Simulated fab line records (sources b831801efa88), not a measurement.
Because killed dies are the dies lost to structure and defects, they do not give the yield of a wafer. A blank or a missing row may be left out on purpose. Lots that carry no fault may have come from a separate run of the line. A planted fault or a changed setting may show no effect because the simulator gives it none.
fab line records	flow sfq-line
record lots=14	wafers=42	last-day=92
route steps=325 shown L0@12 I0@43 I1@84
lots that met no fault: taken from a fault-free run of the same line
start-h: hours from the record's first day to the start of the lot's first wafer shown	wait-h: hours from the lot's prior step to this one	" repeats the value in the row above	L1.1+2: a row that stands for several wafers	- no value, or no start was given	* or withheld: withheld	< > ~ a bound
route shown NAME@n: names a module that has steps shown in the file, with the first one's number in the route	usual: average and standard deviation across the fault-free wafers	same: alike in all rows	chamber/n: place in a boat	sites: the reading at each site	_std_site: standard deviation across them	_edge_site: outer sites' mean less inner sites'	radius-mm: how far each site lies from the wafer's centre	mask NAME#n: copy n	behind: the last tool/chamber to shape the wafer	hold: the reason the lot was held/the length of the hold in hours/how it ended	device: whichever transistor did not switch (one of n, p or np)	end of line: tests run on the same wafers once the route is complete	for a step that has no rows: nothing shown but its recipe	killed: dies lost to structure and defects at the first sort, not the wafer's yield	map: a wafer's dies, marking killed ones x, the rest . and places with no die _
set.NAME: the setting the step ran with; set.NAME@STEP: the setting that earlier step ran with	model.NAME: the simulator's own value behind a step, which no gauge read
the route's steps for a sample of lots (tables are steps, rows are wafers)
services: the hour from which a tool's chamber was out of use, counted from the record's first day as start-h (under 0 if before that day), plus the number of hours and why
## steps
# step SFQ_TRILAYER_L0_BARC_OPEN_METAL_ETCH_010
# recipe mask-material=PR	chemistry=O2	target-depth-nm=125	target=BARC	icp-w=600	bias-w=80	pressure-mtorr=10	time-s=41.7
# usual drypump-motor-current-A=5.5/0.31	oes-product-au=0.685/0.0049
lot.wafer	tool	chamber	start-h	wait-h	drypump-motor-current-A	oes-product-au	rf-hours-counter-h
L915.4	rie-metal-03	1	73.79	0.1	5.2	0.684	-
L915.5	"	0	"	"	5.9	0.688	-
L915.6	"	1	"	"	5.2	0.686	-
L916.1	rie-metal-03	0	79.77	0.1	5.9	0.684	23
L916.2	"	1	"	"	5.2	0.677	2
L916.5	"	1	"	"	5.2	0.689	-
L917.1	rie-metal-01	0	88.17	0.1	5.3	0.687	159
L917.3	"	1	"	"	6.0	0.685	-
L917.4	"	0	"	"	5.3	0.677	-
L918.1	rie-metal-03	1	94.17	0.1	5.1	0.690	4
L918.2	"	0	"	"	5.9	0.685	25
L918.5	"	1	"	"	5.2	0.689	-
L921.1	rie-metal-01	1	112.17	0.1	6.0	0.683	168
L921.3	"	0	"	"	5.3	0.694	-
L921.5	"	1	"	"	6.0	0.683	-
L922.1	rie-metal-04	0	122.95	0.1	5.4	0.694	90
L922.2	"	0	"	"	5.4	0.689	-
L922.4	"	0	"	"	5.4	0.692	-
L923.2	rie-metal-01	0	130.15	0.1	5.3	0.687	164
L923.4	"	0	"	"	5.3	0.678	-
L923.5	"	0	"	"	5.3	0.676	-
L924.4	rie-metal-01	1	132.57	0.1	6.0	0.681	-
L924.5	"	1	"	"	6.0	0.688	-
L924.6	"	0	"	"	5.3	0.688	-
L925.2	rie-metal-03	0	140.95	0.1	5.9	0.680	33
L925.3	"	1	"	"	5.2	0.681	-
L925.5	"	1	"	"	5.2	0.688	-
L932.1	rie-metal-04	0	189.38	0.1	5.4	0.689	101
L932.2	"	1	"	"	5.5	0.680	46
L932.5	"	0	"	"	5.4	0.683	-
L933.3	rie-metal-04	1	197.39	0.1	5.5	0.689	-
L933.4	"	0	"	"	5.4	0.692	-
L933.5	"	0	"	"	5.4	0.684	-
L934.1	rie-metal-03	1	200.97	0.1	5.1	0.695	23
L934.2	"	0	"	"	5.9	0.692	44
L934.6	"	1	"	"	5.2	0.693	-
L935.3	rie-metal-04	1	204.59	0.1	5.5	0.694	-
L935.4	"	0	"	"	5.4	0.678	-
L935.6	"	0	"	"	5.4	0.680	-
L938.1	rie-metal-03	1	222.57	0.1	5.1	0.679	27
L938.2	"	1	"	"	5.2	0.679	-
L938.6	"	1	"	"	5.2	0.679	-
# step SFQ_TRILAYER_I0_DEP_PECVD_027
# recipe material=SiO2	temp-c=150	time-s=111.11	pressure-torr=2.4	rf-w=183.3	precursor=SiH4/N2O	target-thk-nm=500
# usual heater-power-w=73/9.2	throttle-valve-pct=24.4/1.7
lot.wafer	tool	chamber	start-h	wait-h	heater-power-w	throttle-valve-pct
L915.4	pecvd-02	0	262.92	0.0	86	23.3
L915.5	"	2	"	"	69	22.1
L915.6	"	1	"	"	52	22.7
L916.1	pecvd-02	0	268.86	0.0	84	23.0
L916.2	"	2	"	"	61	22.1
L916.5	"	2	"	"	67	22.1
L917.1	pecvd-02	2	287.00	0.0	71	22.0
L917.3	"	0	"	"	89	23.3
L917.4	"	0	"	"	74	23.3
L918.1	pecvd-02	0	292.99	0.0	83	23.4
L918.2	"	1	"	"	58	22.7
L918.5	"	1	"	"	62	23.0
L921.1	pecvd-04	2	321.56	0.0	60	25.1
L921.3	"	0	"	"	64	25.9
L921.5	"	2	"	"	62	25.1
L922.1	pecvd-02	2	336.80	0.0	66	22.3
L922.2	"	1	"	"	54	22.9
L922.4	"	0	"	"	73	23.4
L923.2	pecvd-01	2	346.40	0.0	86	24.9
L923.4	"	1	"	"	70	23.5
L923.5	"	0	"	"	69	24.3
L924.4	pecvd-01	1	351.25	0.0	77	23.5
L924.5	"	2	"	"	83	25.1
L924.6	"	0	"	"	80	24.2
L925.2	pecvd-04	2	360.99	0.0	69	25.1
L925.3	"	1	"	"	84	28.3
L925.5	"	1	"	"	84	28.2
L932.1	pecvd-01	1	417.32	0.0	77	23.8
L932.2	"	2	"	"	84	25.2
L932.5	"	1	"	"	63	23.9
L933.3	pecvd-04	1	425.71	0.0	87	28.2
L933.4	"	1	"	"	86	28.4
L933.5	"	0	"	"	73	25.8
L934.1	pecvd-02	1	433.03	0.0	63	23.2
L934.2	"	0	"	"	79	23.6
L934.6	"	2	"	"	70	22.4
L935.3	pecvd-01	2	446.23	0.0	85	24.9
L935.4	"	0	"	"	84	24.8
L935.6	"	2	"	"	87	25.3
L938.1	pecvd-04	2	486.09	0.0	67	25.5
L938.2	"	1	"	"	88	28.3
L938.6	"	2	"	"	68	25.1
# step SFQ_TRILAYER_I0_CMP_CMP_028
# recipe material=SiO2	down-force-psi=3	platen-rpm=60	pad-velocity-m-s=0.94248
# usual motor-current-A=10.3/0.69	time-to-endpoint-s=208/7.5
lot.wafer	tool	chamber	start-h	wait-h	motor-current-A	time-to-endpoint-s
L915.4	cmp-01	3	267.58	4.6	9.7	219
L915.5	"	3	269.58	6.6	9.8	226
L915.6	"	0	"	"	9.6	217
L916.1	cmp-02	0	273.87	5.0	11.0	204
L916.2	"	2	274.87	6.0	10.3	216
L916.5	"	3	"	"	10.9	213
L917.3	cmp-01	3	293.15	6.1	9.6	219
L917.1	"	0	"	"	10.3	217
L917.4	"	1	"	"	10.1	215
L918.1	cmp-01	3	299.65	6.6	10.1	209
L918.2	"	0	"	"	10.5	208
L918.5	"	2	301.15	8.1	11.5	223
L921.3	cmp-01	0	323.38	1.8	10.0	201
L921.1	"	2	324.38	2.8	11.7	206
L921.5	"	0	325.38	3.7	10.4	204
L922.2	cmp-02	3	336.89	0.1	10.7	212
L922.4	"	1	337.89	1.0	9.8	205
L922.1	"	2	"	"	10.1	205
L923.4	cmp-02	2	347.48	1.0	10.0	211
L923.2	"	3	"	"	11.2	211
L923.5	"	1	348.98	2.5	9.6	208
L924.4	cmp-02	1	351.29	0.0	9.2	203
L924.6	"	1	353.29	2.0	9.5	204
L924.5	"	2	"	"	9.4	197
L925.2	cmp-01	2	361.57	0.5	11.0	215
L925.3	"	3	"	"	9.8	212
L925.5	"	2	363.57	2.5	11.4	223
L932.2	cmp-01	3	418.40	1.0	9.9	205
L932.1	"	0	"	"	9.8	206
L932.5	"	1	"	"	9.8	210
L933.4	cmp-02	1	426.40	0.6	9.4	215
L933.3	"	2	"	"	9.9	206
L933.5	"	2	428.90	3.1	9.7	221
L934.1	cmp-02	3	433.61	0.5	11.6	206
L934.2	"	0	"	"	10.7	280
L934.6	"	2	435.11	2.0	10.0	283
L935.4	cmp-02	3	446.86	0.5	11.6	210
L935.3	"	0	"	"	10.4	271
L935.6	"	0	449.36	3.0	10.1	278
L938.1	cmp-01	3	492.25	6.1	10.3	198
L938.2	"	1	493.25	7.1	9.6	197
L938.6	"	3	494.25	8.1	9.1	210
# step SFQ_TRILAYER_I0_METRO_MEASURE_029
# usual thk-nm=199.2/1
lot.wafer	tool	chamber	start-h	wait-h	thk-nm
L915.4	film-metro-01	-	271.30	0.6	199.5
L915.5	"	-	"	"	199.3
L915.6	"	-	"	"	201.2
L916.1	film-metro-01	-	276.49	0.1	198.5
L916.2	"	-	"	"	198.0
L916.5	"	-	"	"	198.5
L917.1	film-metro-01	-	295.77	0.1	198.2
L917.3	"	-	"	"	199.6
L917.4	"	-	"	"	198.8
L918.1	film-metro-02	-	301.77	0.1	199.4
L918.2	"	-	"	"	200.3
L918.5	"	-	"	"	200.2
L921.1	film-metro-04	-	326.00	0.1	200.1
L921.3	"	-	"	"	198.6
L921.5	"	-	"	"	199.6
L922.1	film-metro-02	-	340.01	0.1	199.4
L922.2	"	-	"	"	200.8
L922.4	"	-	"	"	198.7
L923.2	film-metro-04	-	349.80	0.3	200.5
L923.4	"	-	"	"	198.6
L923.5	"	-	"	"	198.9
L924.4	film-metro-02	-	355.01	0.6	198.1
L924.5	"	-	"	"	198.3
L924.6	"	-	"	"	197.9
L925.2	film-metro-04	-	364.39	0.3	199.8
L925.3	"	-	"	"	198.3
L925.5	"	-	"	"	199.2
L932.1	film-metro-04	-	420.52	0.1	199.9
L932.2	"	-	"	"	199.2
L932.5	"	-	"	"	200.8
L933.3	film-metro-01	-	429.92	0.5	199.1
L933.4	"	-	"	"	198.7
L933.5	"	-	"	"	199.9
L934.1	film-metro-01	-	436.23	0.1	200.0
L934.2	"	-	"	"	304.9
L934.6	"	-	"	"	306.3
L935.3	film-metro-04	-	450.38	0.5	299.6
L935.4	"	-	"	"	199.0
L935.6	"	-	"	"	303.6
L938.1	film-metro-04	-	495.37	0.1	198.6
L938.2	"	-	"	"	199.2
L938.6	"	-	"	"	198.9
# step SFQ_TRILAYER_I0_VIA_ETCH_VIA_ETCH_034
# recipe target=SiO2	stop-on=Nb	mask-material=PR	taper-deg=20	chemistry=CHF3	target-depth-nm=260	source-w=500	bias-w=80	pressure-mtorr=30	time-s=withheld
# usual drypump-motor-current-A=5.7/0.35	oes-product-au=0.853/0.005
lot.wafer	tool	chamber	start-h	wait-h	drypump-motor-current-A	oes-product-au
L915.4	rie-diel-02	0	303.66	0.0	5.8	0.852
L915.5	"	1	"	"	5.4	0.854
L915.6	"	2	"	"	6.0	0.862
L916.1	rie-diel-04	0	304.86	0.0	5.9	0.862
L916.2	"	1	"	"	5.2	0.853
L916.5	"	0	"	"	5.8	0.855
L917.1	rie-diel-04	0	309.66	0.0	5.8	0.845
L917.3	"	2	"	"	5.5	0.854
L917.4	"	0	"	"	5.8	0.851
L918.1	rie-diel-02	2	312.06	0.0	6.0	0.854
L918.2	"	3	"	"	6.2	0.845
L918.5	"	0	"	"	5.9	0.856
L921.1	rie-diel-01	1	337.52	0.0	6.1	0.855
L921.3	"	3	"	"	4.8	0.851
L921.5	"	1	"	"	6.1	0.856
L922.1	rie-diel-02	1	343.84	0.0	5.4	0.854
L922.2	"	3	"	"	6.2	0.855
L922.4	"	0	"	"	5.9	0.852
L923.2	rie-diel-04	0	353.12	0.0	5.8	0.852
L923.4	"	2	"	"	5.5	0.851
L923.5	"	1	"	"	5.2	0.847
L924.4	rie-diel-01	3	357.94	0.0	4.8	0.844
L924.5	"	1	"	"	6.0	0.853
L924.6	"	0	"	"	6.0	0.852
L925.2	rie-diel-02	0	367.84	0.0	5.8	0.858
L925.3	"	2	"	"	6.0	0.850
L925.5	"	0	"	"	5.9	0.848
L932.1	rie-diel-04	0	424.05	0.0	5.8	0.854
L932.2	"	2	"	"	5.4	0.856
L932.5	"	1	"	"	5.2	0.861
L933.3	rie-diel-04	0	482.77	0.0	5.8	0.852
L933.4	"	1	"	"	5.2	0.858
L933.5	"	1	"	"	5.2	0.853
L934.1	rie-diel-02	1	540.91	0.0	5.3	0.860
L934.2	"	0	"	"	5.9	1.011
L934.6	"	3	"	"	6.2	0.976
L935.3	rie-diel-01	1	609.31	0.0	6.1	0.969
L935.4	"	2	"	"	5.7	0.846
L935.6	"	1	"	"	6.1	0.969
L938.1	rie-diel-04	3	650.23	0.0	5.6	0.848
L938.2	"	2	"	"	5.5	0.857
L938.6	"	2	"	"	5.4	0.851
# step SFQ_TRILAYER_I1_VIA_BARC_OPEN_VIA_ETCH_071
# recipe mask-material=PR	chemistry=O2	target-depth-nm=125	target=BARC	source-w=500	bias-w=80	pressure-mtorr=30	time-s=41.7
# usual drypump-motor-current-A=5.4/0.36	oes-product-au=0.685/0.005
lot.wafer	tool	chamber	start-h	wait-h	drypump-motor-current-A	oes-product-au	rf-hours-counter-h
L915.4	rie-diel-03	3	594.87	0.0	5.5	0.693	45
L915.5	"	1	"	"	4.8	0.685	-
L915.6	"	2	"	"	5.1	0.684	-
L916.1	rie-diel-04	0	597.27	0.0	5.8	0.688	2
L916.2	"	3	"	"	5.6	0.683	3
L916.5	"	1	"	"	5.2	0.679	-
L917.1	rie-diel-03	3	600.87	0.0	5.5	0.684	45
L917.3	"	2	"	"	5.1	0.680	30
L917.4	"	0	"	"	5.3	0.685	48
L918.1	rie-diel-01	2	605.67	0.0	5.7	0.682	9
L918.2	"	1	"	"	6.0	0.684	15
L918.5	"	1	"	"	6.0	0.692	-
L921.1	rie-diel-01	1	647.79	0.0	6.1	0.684	16
L921.3	"	0	"	"	5.9	0.693	12
L921.5	"	2	"	"	5.7	0.682	-
L922.1	rie-diel-01	2	659.92	0.0	5.7	0.683	10
L922.2	"	1	"	"	6.0	0.693	16
L922.4	"	0	"	"	5.9	0.682	12
L923.2	rie-diel-03	1	668.44	0.0	4.8	0.673	8
L923.4	"	3	"	"	5.5	0.691	45
L923.5	"	3	"	"	5.5	0.692	-
L924.4	rie-diel-04	3	675.64	0.0	5.6	0.682	5
L924.5	"	3	"	"	5.6	0.686	-
L924.6	"	0	"	"	5.8	0.688	-
L925.2	rie-diel-03	0	686.44	0.0	5.3	0.684	50
L925.3	"	3	"	"	5.5	0.686	46
L925.5	"	1	"	"	4.8	0.690	-
L932.1	rie-diel-01	2	748.31	0.0	5.7	0.692	12
L932.2	"	3	"	"	4.8	0.694	2
L932.5	"	0	"	"	5.9	0.689	-
L933.3	rie-diel-04	2	793.91	0.0	5.4	0.681	9
L933.4	"	1	"	"	5.2	0.682	7
L933.5	"	0	"	"	5.8	0.679	-
L934.1	rie-diel-03	1	865.09	0.0	4.8	0.676	11
L934.2	"	0	"	"	5.3	0.689	1
L934.6	"	3	"	"	5.5	0.682	-
L935.3	rie-diel-03	1	929.99	0.0	4.8	0.686	11
L935.4	"	2	"	"	5.1	0.685	0
L935.6	"	3	"	"	5.5	0.673	-
L938.1	rie-diel-03	1	962.39	0.0	4.8	0.680	12
L938.2	"	0	"	"	5.2	0.697	2
L938.6	"	2	"	"	5.1	0.681	-
## services
tool	chamber	start-h	hours	kind
cmp-02	-	65.87	4.0	pm
rie-diel-03	0	67.55	1.4	repair
rie-diel-01	-	67.99	2.7	repair
cmp-02	-	71.46	0.5	repair
rie-diel-03	-	88.53	1.4	repair
rie-diel-04	2	131.95	4.2	repair
rie-diel-04	3	179.43	9.7	repair
rie-diel-04	0	227.50	9.3	repair
rie-diel-04	2	259.30	11.5	repair
rie-diel-04	3	300.07	6.0	repair
rie-diel-04	1	305.75	8.1	repair
rie-diel-04	1	344.47	1.2	repair
rie-diel-04	3	369.14	6.3	repair
rie-diel-04	-	447.70	0.8	repair
rie-diel-04	-	574.52	0.8	repair
rie-diel-04	1	664.61	4.5	repair
rie-diel-04	-	682.44	0.2	repair
rie-diel-04	0	735.01	15.6	repair
rie-diel-04	1	736.22	6.3	repair
rie-diel-04	1	800.35	4.6	repair
rie-diel-04	-	902.56	0.2	repair
rie-diel-04	0	910.24	3.3	repair
rie-diel-04	3	917.57	4.0	repair
rie-diel-04	1	934.97	8.4	repair
## key
first-sign step=SFQ_TRILAYER_I0_CMP_CMP_028	reading=time-to-endpoint-s	direction=up	sigmas=9.4	usual=*	struck=*
effect step=SFQ_TRILAYER_I0_METRO_MEASURE_029	reading=thk-nm	direction=up	sigmas=99+	usual=199.2	struck=303.6
effect step=SFQ_TRILAYER_I0_VIA_ETCH_VIA_ETCH_034	reading=oes-product-au	direction=up	sigmas=26	usual=0.853	struck=0.981
met-at SFQ_TRILAYER_I0_CMP_CMP_028
struck-lots L934,L935
struck-wafers L934.2,L934.6,L935.3,L935.6
not-acting-at SFQ_TRILAYER_L0_BARC_OPEN_METAL_ETCH_010,SFQ_TRILAYER_I0_DEP_PECVD_027,SFQ_TRILAYER_I1_VIA_BARC_OPEN_VIA_ETCH_071
onset-between 426.40 433.61
fault kind=process-parameter-drift	tool=cmp-02	chamber=-	onset-h=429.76	steps=SFQ_TRILAYER_I0_CMP_CMP_028	channel=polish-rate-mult	offset=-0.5	shape=step	end-h=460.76	scope=struck-wafers-only
